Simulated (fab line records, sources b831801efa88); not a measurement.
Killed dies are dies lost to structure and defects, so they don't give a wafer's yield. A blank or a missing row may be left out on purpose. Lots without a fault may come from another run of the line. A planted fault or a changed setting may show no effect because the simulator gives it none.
fab line records | flow sky130
record lots=6 wafers=18 last_day=49
route steps=708 shown LOCAL_INTERCONNECT@402 CONTACT@406 PAD_OPEN@708
lots that met no fault: from a run of the same line without faults
start_h: hours from the record's first day to the start of the lot's first wafer shown | wait_h: hours since the lot's step before | " the same as in the row above | L1.1+2: a row that stands for several wafers | - no value, or no start given | * or withheld: withheld | < > ~ a bound
route shown NAME@n: a module of which the file shows steps, and the number in the route of the first | usual: mean/standard deviation of fault-free wafers | same: alike in all rows | chamber/n: place in a boat | sites: the reading at each site | _std_site: their standard deviation | _edge_site: outer sites' mean less inner sites' | radius_mm: how far each site lies from the wafer's centre | mask NAME#n: copy n | behind: the tool/chamber that last shaped the wafer | hold: why the lot was held/for how many hours/how that ended | device: the transistor (n, p or np) that didn't switch | end of line: the same wafers' tests at the end of the route | a step without rows: its recipe alone | killed: dies lost to structure and defects at the first sort, not the wafer's yield | map: a wafer's dies, x killed, . not, _ none there
set.NAME: the setting as run; set.NAME@STEP: as run at that earlier step | model.NAME: the simulator's own value behind a step, which no gauge read
lots at some steps of the route; a table a step, a row a wafer
services: from which hour (start_h, from the record's first day; less than 0 if before it) a tool's chamber was out of use, for how many hours, and why
## steps
# step SKY_LOCAL_INTERCONNECT_STRIP_15
# recipe chemistry=O2/N2 power_w=1400 pressure_mtorr=1500 platen_temp_c=withheld o2_flow_sccm=3000 n2_flow_sccm=300 overash_fraction=0.5
# usual drypump_motor_current_A=5.7/0.55 oes_product_au=0.427/0.0045 strip_time_to_endpoint_s=4.734/0.018
# same overash_fraction=0.5
# columns lot.wafer tool chamber start_h wait_h drypump_motor_current_A oes_product_au rf_hours_counter_h strip_time_to_endpoint_s
L258.2 plasma_asher-01 0 699.04 0.0 6.6 0.426 91 4.723
L258.3 " 1 " " 6.1 0.424 - 4.724
L258.4 " 0 " " 6.6 0.426 - 4.752
L262.1 plasma_asher-01 1 739.56 0.0 6.1 0.420 96 4.754
L262.4 " 0 " " 6.6 0.424 - 4.722
L262.5 " 0 " " 6.6 0.421 - 4.740
L266.3 plasma_asher-04 0 775.35 0.1 5.4 0.430 - 4.724
L266.4 " 1 " " 5.8 0.428 - 4.774
L266.5 " 0 " " 5.4 0.433 - 4.711
L267.1 plasma_asher-04 0 780.31 0.0 5.4 0.428 68 4.760
L267.4 " 0 " " 5.4 0.423 - 4.723
L267.6 " 0 " " 5.4 0.425 - 4.742
L276.2 plasma_asher-03 1 845.31 0.0 5.7 0.424 8 4.739
L276.5 " 1 " " 5.7 0.436 - 4.748
L276.6 " 0 " " 4.9 0.432 - 4.735
L277.2 plasma_asher-03 0 855.56 0.0 4.9 0.417 9 4.717
L277.4 " 1 " " 5.8 0.430 - 4.721
L277.5 " 0 " " 4.9 0.418 - 4.702
# step SKY_LOCAL_INTERCONNECT_STRIP_16
# recipe chemistry=post_etch_residue_remover time_s=1200 temp_c=72.5
# step SKY_LOCAL_INTERCONNECT_CLEAN_17
# recipe chemistry=IPA time_s=180 temp_c=25
# step SKY_LOCAL_INTERCONNECT_CLEAN_18
# recipe chemistry=O3/DIW dry=n2_spin
# step SKY_CONTACT_CVD_00
# recipe material=Si3N4 target_thk_nm=75 temp_c=400 time_s=withheld rf_w=450
# usual heater_power_w=705/82
# columns lot.wafer tool chamber start_h wait_h heater_power_w
L258.2 pecvd-01 2 699.64 0.0 685
L258.3 " 2 " " 686
L258.4 " 1 " " 753
L262.1 pecvd-01 1 740.15 0.0 720
L262.4 " 2 " " 664
L262.5 " 1 " " 719
L266.3 pecvd-01 1 775.96 0.0 767
L266.4 " 2 " " 713
L266.5 " 0 " " 703
L267.1 pecvd-04 1 780.91 0.0 641
L267.4 " 1 " " 641
L267.6 " 2 " " 761
L276.2 pecvd-01 0 845.99 0.0 631
L276.5 " 0 " " 632
L276.6 " 2 " " 708
L277.2 pecvd-02 2 856.19 0.0 600
L277.4 " 2 " " 611
L277.5 " 1 " " 559
# step SKY_CONTACT_THK_MEAS_01
# recipe reads=Si3N4_of_CONTACT_CVD_00
# usual CONTACT_CVD_00_THK=74.6/0.89
# columns lot.wafer tool chamber start_h wait_h CONTACT_CVD_00_THK[nm]
L258.2 film_metro-03 - 699.70 - 73.4
L258.3 " - " " 75.1
L258.4 " - " " 75.8
L262.1 film_metro-02 - 740.19 - 73.9
L262.4 " - " " 74.2
L262.5 " - " " 74.8
L266.3 film_metro-04 - 776.01 - 74.6
L266.4 " - " " 76.1
L266.5 " - " " 75.5
L267.1 film_metro-03 - 780.95 - 74.1
L267.4 " - " " 74.1
L267.6 " - " " 75.2
L276.2 film_metro-02 - 846.05 - 72.9
L276.5 " - " " 74.5
L276.6 " - " " 75.0
L277.2 film_metro-02 - 856.23 - 73.5
L277.4 " - " " 75.1
L277.5 " - " " 74.9
# step SKY_CONTACT_HDPCVD_02
# recipe material=SiO2 target_thk_nm=565 sigma_open_frac=0.3 time_s=94.2 temp_c=600 sih4_flow_sccm=60 pressure_mtorr=6
# step SKY_CONTACT_THK_MEAS_03
# recipe reads=SiO2_of_CONTACT_HDPCVD_02
# usual CONTACT_HDPCVD_THK=564/5.1
# columns lot.wafer tool chamber start_h wait_h CONTACT_HDPCVD_THK[nm]
L258.2 film_metro-02 - 699.83 0.0 566
L258.3 " - " " 575
L258.4 " - " " 566
L262.1 film_metro-03 - 740.32 0.0 566
L262.4 " - " " 562
L262.5 " - " " 570
L266.3 film_metro-02 - 776.14 0.1 566
L266.4 " - " " 569
L266.5 " - " " 567
L267.1 film_metro-03 - 781.08 0.0 558
L267.4 " - " " 556
L267.6 " - " " 555
L276.2 film_metro-04 - 846.18 0.0 569
L276.5 " - " " 567
L276.6 " - " " 564
L277.2 film_metro-02 - 856.36 0.0 559
L277.4 " - " " 557
L277.5 " - " " 559
# step SKY_CONTACT_CMP_04
# recipe material=SiO2 down_force_psi=4 platen_rpm=60 pad_velocity_m_s=0.94248
# usual motor_current_A=12.1/1 time_to_endpoint_s=81/4.5
# columns lot.wafer tool chamber start_h wait_h motor_current_A time_to_endpoint_s
L258.4 cmp-02 3 699.88 0.0 12.3 87
L258.3 " 1 " " 11.5 85
L258.2 " 2 " " 10.0 83
L262.4 cmp-01 0 740.38 0.0 13.0 76
L262.1 " 1 " " 13.1 74
L262.5 " 0 " " 13.0 78
L266.4 cmp-02 2 776.23 0.1 10.8 91
L266.3 " 0 " " 10.4 86
L266.5 " 2 " " 10.8 88
L267.4 cmp-01 2 781.14 0.0 12.8 73
L267.1 " 0 " " 12.4 71
L267.6 " 3 " " 12.7 71
L276.2 cmp-01 0 846.43 0.2 12.5 83
L276.6 " 3 " " 13.7 79
L276.5 " 0 " " 13.3 82
L277.2 cmp-02 0 856.41 0.0 11.9 75
L277.4 " 2 " " 10.6 78
L277.5 " 1 " " 11.9 76
# step SKY_CONTACT_BOW_MEAS_05
# recipe mode=bow
# usual CONTACT_BOW=82/6.8
# columns lot.wafer tool chamber start_h wait_h CONTACT_BOW[um]
L258.2 film_metro-03 - 700.20 0.1 91
L258.3 " - " " 82
L258.4 " - " " 76
L262.1 film_metro-03 - 740.68 0.2 89
L262.4 " - " " 83
L262.5 " - " " 73
L266.3 film_metro-03 - 776.52 0.1 88
L266.4 " - " " 83
L266.5 " - " " 88
L267.1 film_metro-04 - 781.44 0.1 70
L267.4 " - " " 83
L267.6 " - " " 71
L276.2 film_metro-04 - 846.71 0.2 91
L276.5 " - " " 88
L276.6 " - " " 78
L277.2 film_metro-04 - 856.73 0.3 61
L277.4 " - " " 76
L277.5 " - " " 70
# step SKY_CONTACT_DEHYDRATE_06
# recipe temp_c=200 time_s=60
# step SKY_CONTACT_HMDS_07
# recipe prime_time_s=60 prime_temp_c=120
# step SKY_CONTACT_COAT_08
# recipe resist=BARC temp_c=withheld time_s=withheld spin_rpm=3000 resist_thk_nm=60
# usual spin_speed_rpm=3000.2/1.9
# columns lot.wafer tool chamber start_h wait_h spin_speed_rpm
L258.2 litho_track-04 0 713.92 0.1 3003.0
L258.3 " 0 " " 3003.0
L258.4 " 0 " " 2999.5
L262.1 litho_track-03 0 753.89 0.1 3000.4
L262.4 " 0 " " 3000.4
L262.5 " 0 " " 3000.8
L266.3 litho_track-04 0 788.85 0.1 3264.1
L266.4 " 0 " " 3266.8
L266.5 " 0 " " 3264.5
L267.1 litho_track-04 0 794.30 0.1 3266.4
L267.4 " 0 " " 3265.6
L267.6 " 0 " " 3267.9
L276.2 litho_track-03 0 859.37 0.1 3003.4
L276.5 " 0 " " 2998.8
L276.6 " 0 " " 3002.8
L277.2 litho_track-03 0 869.47 0.1 3000.9
L277.4 " 0 " " 2998.9
L277.5 " 0 " " 2998.8
# step SKY_CONTACT_COAT_09
# recipe resist=KrF-thick spin_rpm=3000 resist_thk_nm=450
# step SKY_CONTACT_SOFTBAKE_10
# recipe temp_c=100 time_s=90 resist=KrF-thick
# step SKY_CONTACT_EXPOSE_11
# recipe mask_id=CTM1 na=0.8 source_shape=annular sigma_inner=0.55 sigma_outer=0.85 target_cd_nm=170 dose_mj=38
# step SKY_CONTACT_PEB_12
# recipe peb_temp_c=withheld peb_time_s=withheld resist=KrF-thick
# step SKY_CONTACT_DEVELOP_13
# recipe develop_time_s=60 resist=KrF-thick dev_temp_c=21
# step SKY_CONTACT_CD_MEAS_14
# recipe target_cd_nm=170
# usual cd_nm=169.8/1.4
# columns lot.wafer tool chamber start_h wait_h cd_nm
L258.2 cd_sem-01 - 728.54 - 168.6
L258.3 " - " " 169.0
L258.4 " - " " 166.9
L262.1 cd_sem-02 - 768.17 - 169.8
L262.4 " - " " 169.6
L262.5 " - " " 168.2
L266.3 cd_sem-01 - 802.56 - 170.2
L266.4 " - " " 169.5
L266.5 " - " " 169.6
L267.1 cd_sem-01 - 808.02 - 170.4
L267.4 " - " " 169.4
L267.6 " - " " 170.0
L276.2 cd_sem-02 - 872.81 - 168.1
L276.5 " - " " 169.6
L276.6 " - " " 168.6
L277.2 cd_sem-02 - 882.99 - 169.6
L277.4 " - " " 168.4
L277.5 " - " " 169.2
# step SKY_CONTACT_OVL_MEAS_15
# usual CONTACT_OVL=-3/5.3
# columns lot.wafer tool chamber start_h wait_h CONTACT_OVL[nm]
L258.2 overlay-01 - 728.65 0.1 2
L258.3 " - " " 2
L258.4 " - " " 1
L262.1 overlay-01 - 768.29 0.1 -1
L262.4 " - " " -10
L262.5 " - " " -5
L266.3 overlay-02 - 802.65 0.1 2
L266.4 " - " " 3
L266.5 " - " " 2
L267.1 overlay-01 - 808.14 0.1 3
L267.4 " - " " 4
L267.6 " - " " 2
L276.2 overlay-01 - 872.92 0.1 -4
L276.5 " - " " -11
L276.6 " - " " -15
L277.2 overlay-01 - 883.10 0.1 -1
L277.4 " - " " 0
L277.5 " - " " -7
# step SKY_CONTACT_ETCH_16
# recipe chemistry=N2/H2 target=BARC ion_energy_ev=200 source_w=500 bias_w=100 pressure_mtorr=30 n2_flow_sccm=100 h2_flow_sccm=200 stop_on=SiO2 time_s=45.9 target_depth_a=600
# usual drypump_motor_current_A=5.9/0.37 oes_product_au=0.855/0.0046 throttle_valve_pct=13.224/0.0087
# columns lot.wafer tool chamber start_h wait_h drypump_motor_current_A oes_product_au rf_hours_counter_h throttle_valve_pct model.etch.depth_nm
L258.2 rie_diel-04 1 728.68 0.0 6.0 0.858 10 13.213 60.1
L258.3 " 0 " " 6.3 0.856 5 13.225 60.32
L258.4 " 2 " " 6.0 0.861 8 13.221 60.25
L262.1 rie_diel-02 0 768.33 0.0 6.1 0.855 1 13.213 59.67
L262.4 " 1 " " 5.4 0.848 5 13.228 59.7
L262.5 " 3 " " 5.6 0.861 - 13.226 59.79
L266.3 rie_diel-02 2 802.68 0.0 6.0 0.840 11 13.214 57.72
L266.4 " 1 " " 5.3 0.843 - 13.210 57.72
L266.5 " 3 " " 5.6 0.840 - 13.219 57.82
L267.1 rie_diel-01 1 808.18 0.0 5.8 0.843 4 13.219 57.71
L267.4 " 3 " " 5.4 0.831 - 13.215 57.63
L267.6 " 2 " " 6.1 0.832 - 13.216 57.66
L276.2 rie_diel-02 0 872.95 0.0 6.1 0.858 3 13.248 60.12
L276.5 " 0 " " 6.1 0.854 - 13.222 60.01
L276.6 " 1 " " 5.4 0.851 - 13.216 60.02
L277.2 rie_diel-04 0 883.13 0.0 6.3 0.852 10 13.220 60.28
L277.4 " 3 " " 6.8 0.857 19 13.228 60.23
L277.5 " 3 " " 6.8 0.852 - 13.239 60.02
# step SKY_CONTACT_ETCH_17
# recipe target=SiO2 chemistry=C4F8/O2/Ar stop_on=Si3N4 mask_material=KrF-thick source_w=1500 bias_w=1200 pressure_mtorr=40 c4f8_flow_sccm=withheld O2_flow_sccm=6 Ar_flow_sccm=300 time_s=withheld target_depth_a=3400
# usual oes_product_au=0.891/0.0049
# columns lot.wafer tool chamber start_h wait_h oes_product_au
L258.2 rie_diel-04 1 728.72 0.0 0.891
L258.3 " 0 " " 0.884
L258.4 " 2 " " 0.895
L262.1 rie_diel-02 0 768.37 0.0 0.895
L262.4 " 1 " " 0.890
L262.5 " 3 " " 0.892
L266.3 rie_diel-02 2 802.72 0.0 0.896
L266.4 " 1 " " 0.896
L266.5 " 3 " " 0.896
L267.1 rie_diel-01 1 808.22 0.0 0.884
L267.4 " 3 " " 0.881
L267.6 " 2 " " 0.889
L276.2 rie_diel-02 0 872.99 0.0 0.897
L276.5 " 0 " " 0.893
L276.6 " 1 " " 0.890
L277.2 rie_diel-04 0 883.17 0.0 0.893
L277.4 " 3 " " 0.896
L277.5 " 3 " " 0.889
# step SKY_PAD_OPEN_PROBE_99
# usual killed_at_M0_to_M3=43/6.5 killed_at_M4_up=3.2/1.8 killed_at_contacts=24/5.2 killed_at_front_end=15/4 killed_at_other=0.4/0.69 killed_dies=86/8.7 killed_open=47/7 killed_short=39/5.7
# same gross_dies=492 killed_at_back_side=0
# columns lot.wafer tool chamber start_h wait_h killed_at_M0_to_M3 killed_at_M4_up killed_at_contacts killed_at_front_end killed_at_other killed_dies killed_open killed_short
L262.1 prober-02 - 1100.00 0.1 46 1 36 11 0 94 57 37
L262.4 prober-02 - 1100.15 0.2 49 5 19 8 0 81 32 49
L262.5 prober-02 - 1100.20 0.2 56 3 25 13 1 98 55 43
L266.3 prober-02 - 1126.62 0.2 43 2 23 20 1 89 56 32
L266.4 prober-02 - 1126.67 0.2 46 3 27 20 3 99 60 37
L266.5 prober-02 - 1126.72 0.2 53 9 16 15 2 95 51 42
L267.1 prober-01 - 1130.43 0.1 63 7 19 14 0 103 59 44
L267.4 prober-01 - 1130.58 0.2 43 3 23 17 0 86 48 38
L267.6 prober-01 - 1130.68 0.2 47 2 27 13 1 90 49 41
L276.2 prober-02 - 1174.62 0.1 43 6 20 17 0 86 42 44
L276.5 prober-02 - 1174.77 0.2 53 5 23 16 0 97 59 38
L276.6 prober-02 - 1174.82 0.2 43 2 22 14 0 81 46 35
L277.2 prober-01 - 1182.37 0.1 40 4 24 23 0 91 48 43
L277.4 prober-01 - 1182.47 0.2 31 2 32 22 0 87 43 44
L277.5 prober-01 - 1182.52 0.2 35 0 36 8 0 79 49 30
# killed by level:class
L262.1 VIA1:geometric_particle:open=16 CONTACT:geometric_particle:open=12 LI_CONTACT:geometric_particle:open=9 CONTACT:geometric_particle:short=6 METAL2:geometric_particle:short=5 VIA2:geometric_particle:open=5 VIA1:geometric_particle:short=5 METAL1:geometric_particle:open=5
L262.4 VIA2:geometric_particle:open=9 VIA3:geometric_particle:short=9 LI_CONTACT:geometric_particle:open=7 METAL1:geometric_particle:short=6 VIA1:geometric_particle:open=5 VIA2:geometric_particle:short=5 METAL4:geometric_particle:short=5 CONTACT:geometric_particle:open=4
L262.5 VIA1:geometric_particle:open=18 CONTACT:geometric_particle:open=8 LI_CONTACT:geometric_particle:open=7 VIA3:geometric_particle:open=7 VIA2:geometric_particle:short=7 METAL1:geometric_particle:short=6 VIA3:geometric_particle:short=5 CONTACT:geometric_particle:short=4
L266.3 CONTACT:geometric_particle:open=10 VIA1:geometric_particle:open=10 METAL1:geometric_particle:short=9 FIELD_ISO:geometric_particle:short=7 LI_CONTACT:geometric_particle:open=7 VIA3:geometric_particle:open=7 FIELD_ISO:geometric_particle:open=6 VIA2:geometric_particle:open=5
L266.4 LI_CONTACT:geometric_particle:open=12 CONTACT:geometric_particle:open=9 VIA3:geometric_particle:open=9 VIA1:geometric_particle:open=8 VIA2:geometric_particle:open=7 POLY_GATE:geometric_particle:open=6 METAL1:geometric_particle:short=6 METAL2:geometric_particle:short=6
L266.5 VIA1:geometric_particle:open=18 VIA1:geometric_particle:short=8 METAL4:geometric_particle:short=7 FIELD_ISO:geometric_particle:short=6 LI_CONTACT:geometric_particle:open=6 CONTACT:geometric_particle:open=6 VIA2:geometric_particle:open=6 METAL2:geometric_particle:short=5
L267.1 VIA1:geometric_particle:open=19 VIA2:geometric_particle:open=10 VIA3:geometric_particle:open=6 VIA1:geometric_particle:short=6 METAL2:geometric_particle:short=6 FIELD_ISO:geometric_particle:open=4 POLY_GATE:geometric_particle:short=4 METAL4:geometric_particle:short=4
L267.4 VIA2:geometric_particle:open=9 CONTACT:geometric_particle:open=8 VIA1:geometric_particle:short=7 VIA1:geometric_particle:open=7 VIA3:geometric_particle:open=6 LI_CONTACT:geometric_particle:open=5 FIELD_ISO:geometric_particle:open=4 POLY_GATE:geometric_particle:open=4
L267.6 LI_CONTACT:geometric_particle:open=12 VIA1:geometric_particle:open=9 VIA3:geometric_particle:open=8 VIA1:geometric_particle:short=7 METAL2:geometric_particle:short=6 CONTACT:geometric_particle:short=6 CONTACT:geometric_particle:open=6 FIELD_ISO:geometric_particle:short=5
L276.2 VIA2:geometric_particle:open=12 POLY_GATE:geometric_particle:open=7 METAL1:geometric_particle:short=7 CONTACT:geometric_particle:open=6 LI_CONTACT:geometric_particle:short=5 VIA1:geometric_particle:short=5 VIA3:geometric_particle:short=5 FIELD_ISO:geometric_particle:short=4
L276.5 VIA1:geometric_particle:open=12 VIA2:geometric_particle:open=12 CONTACT:geometric_particle:open=9 VIA3:geometric_particle:open=7 VIA1:geometric_particle:short=7 METAL2:geometric_particle:short=6 POLY_GATE:geometric_particle:open=5 POLY_GATE:geometric_particle:short=5
L276.6 VIA1:geometric_particle:open=11 CONTACT:geometric_particle:open=8 LI_CONTACT:geometric_particle:open=6 VIA3:geometric_particle:open=6 VIA2:geometric_particle:open=6 METAL1:geometric_particle:short=5 FIELD_ISO:geometric_particle:short=4 LI_CONTACT:geometric_particle:short=4
L277.2 VIA1:geometric_particle:open=13 LI_CONTACT:geometric_particle:open=8 FIELD_ISO:geometric_particle:short=6 FIELD_ISO:geometric_particle:open=6 CONTACT:geometric_particle:open=6 VIA1:geometric_particle:short=6 POLY_GATE:geometric_particle:short=5 POLY_GATE:geometric_particle:open=5
L277.4 LI_CONTACT:geometric_particle:open=9 CONTACT:geometric_particle:open=9 FIELD_ISO:geometric_particle:short=8 METAL1:geometric_particle:short=6 VIA2:geometric_particle:open=6 LI_CONTACT:geometric_particle:short=5 LOCAL_INTERCONNECT:geometric_particle:short=5 VIA1:geometric_particle:short=5
L277.5 CONTACT:geometric_particle:open=15 CONTACT:geometric_particle:short=8 VIA2:geometric_particle:open=8 VIA3:geometric_particle:open=7 VIA1:geometric_particle:open=5 LI_CONTACT:geometric_particle:short=4 LI_CONTACT:geometric_particle:open=4 LOCAL_INTERCONNECT:geometric_particle:short=4
## services
# columns tool chamber start_h hours kind
plasma_asher-04 - 707.04 2.8 pm
rie_diel-02 - 715.54 2.8 pm
rie_diel-04 1 717.43 4.2 repair
rie_diel-02 - 720.58 1.1 repair
cmp-01 - 727.88 1.6 repair
rie_diel-04 - 729.58 0.8 repair
plasma_asher-03 - 733.75 9.0 pm
cmp-02 - 744.00 4.0 pm
plasma_asher-01 - 746.89 2.4 repair
rie_diel-01 - 753.58 2.8 pm
rie_diel-02 1 757.36 6.3 repair
rie_diel-04 2 763.61 8.6 repair
cmp-02 - 781.12 2.5 repair
plasma_asher-03 - 789.07 23.1 repair
cmp-02 - 791.38 7.0 pm
rie_diel-02 0 796.00 15.3 repair
plasma_asher-03 - 797.02 1.1 repair
cmp-01 - 807.81 5.0 pm
cmp-01 - 813.17 1.7 repair
rie_diel-04 - 822.18 1.0 repair
cmp-02 - 829.14 5.0 repair
cmp-02 - 864.64 1.4 repair
cmp-01 - 871.36 5.0 pm
rie_diel-02 3 871.93 8.7 repair
## key
first_sign step=SKY_CONTACT_COAT_08 reading=spin_speed_rpm direction=up sigmas=99+ usual=3000.2 struck=3265.9
effect step=SKY_CONTACT_ETCH_16 reading=oes_product_au direction=down sigmas=3.7 usual=0.855 struck=0.838
model_effect step=SKY_CONTACT_ETCH_16 value=etch.depth_nm without=60.21 struck=57.71
met_at SKY_CONTACT_COAT_08
struck_wafers L266.3,L266.4,L266.5,L267.1,L267.4,L267.6
tester_left_out L266,L267
onset_between 713.92 788.85
fault kind=process_parameter_drift tool=litho_track-04 chamber=- onset_h=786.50 steps=SKY_CONTACT_COAT_08 channel=spin_rpm offset=265.97 shape=step end_h=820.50 acts_in=these_recipes_only stated=3000
# tester_left_out: of these lots the tester's yield and bins aren't shown, on N5 and GAA mostly nor the transistor test; their killed dies are dies lost to structure and defects alone, not to doping, threshold or leakage, so they don't give the yield
